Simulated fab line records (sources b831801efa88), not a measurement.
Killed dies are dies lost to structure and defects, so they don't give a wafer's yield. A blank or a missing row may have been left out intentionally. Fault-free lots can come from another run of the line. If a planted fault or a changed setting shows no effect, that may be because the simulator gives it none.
Chamber matching + flow sky130 + SKY_VIA4_CMP_21 on cmp-02: 4 sister chambers
The step polishes, stops on SiO2, t overpolish 25 s, target thk 0 nm. 4 wafers are shown with their chamber, then 9 later ones without.

WAFERS WITH THEIR CHAMBER
| wafer  | chamber | motor_current_A (A) |
|--------|---------|---------------------|
| L087.3 | 3       | 10.4                |
| L090.1 | 2       | 11.0                |
| L090.5 | 1       | 11.6                |
| L090.6 | 0       | 12.2                |

WAFERS WITHOUT THEIR CHAMBER
| wafer  | motor_current_A (A) |
|--------|---------------------|
| L093.3 | 11.0                |
| L093.4 | 11.5                |
| L093.6 | 11.5                |
| L095.1 | 11.5                |
| L095.5 | 11.2                |
| L095.6 | 11.7                |
| L097.1 | 10.8                |
| L097.4 | 10.8                |
| L097.5 | 10.8                |

WHICH CHAMBER EACH WENT THROUGH
| wafer  | from the rows above     | in truth                   |
|--------|-------------------------|----------------------------|
| L093.3 | 2                       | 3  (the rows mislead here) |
| L093.4 | 1                       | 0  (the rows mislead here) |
| L093.6 | 1                       | 1                          |
| L095.1 | 1                       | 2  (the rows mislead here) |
| L095.5 | can't be placed: 2 or 1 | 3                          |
| L095.6 | 1                       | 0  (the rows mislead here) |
| L097.1 | can't be placed: 2 or 3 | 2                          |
| L097.4 | can't be placed: 2 or 3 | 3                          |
| L097.5 | can't be placed: 2 or 3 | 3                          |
1 of 9 placed correctly. Unplaceable from these rows: 4, with the true chamber sitting among the candidates in 3. 4 placed wrongly.
How it was worked out, from the rows above alone: a wafer's distance from a chamber is the root of the sum, over the readings, of the square of ((its reading less the chamber's mean) divided by the reading's scatter). The wafer belongs to the nearest chamber; if the next one is less than 2 further off, it can't be placed. A chamber's mean is the mean of its shown wafers. The scatter: with one shown wafer a chamber, the root of the mean of the squares of how far each hidden wafer lies from its nearest shown one.
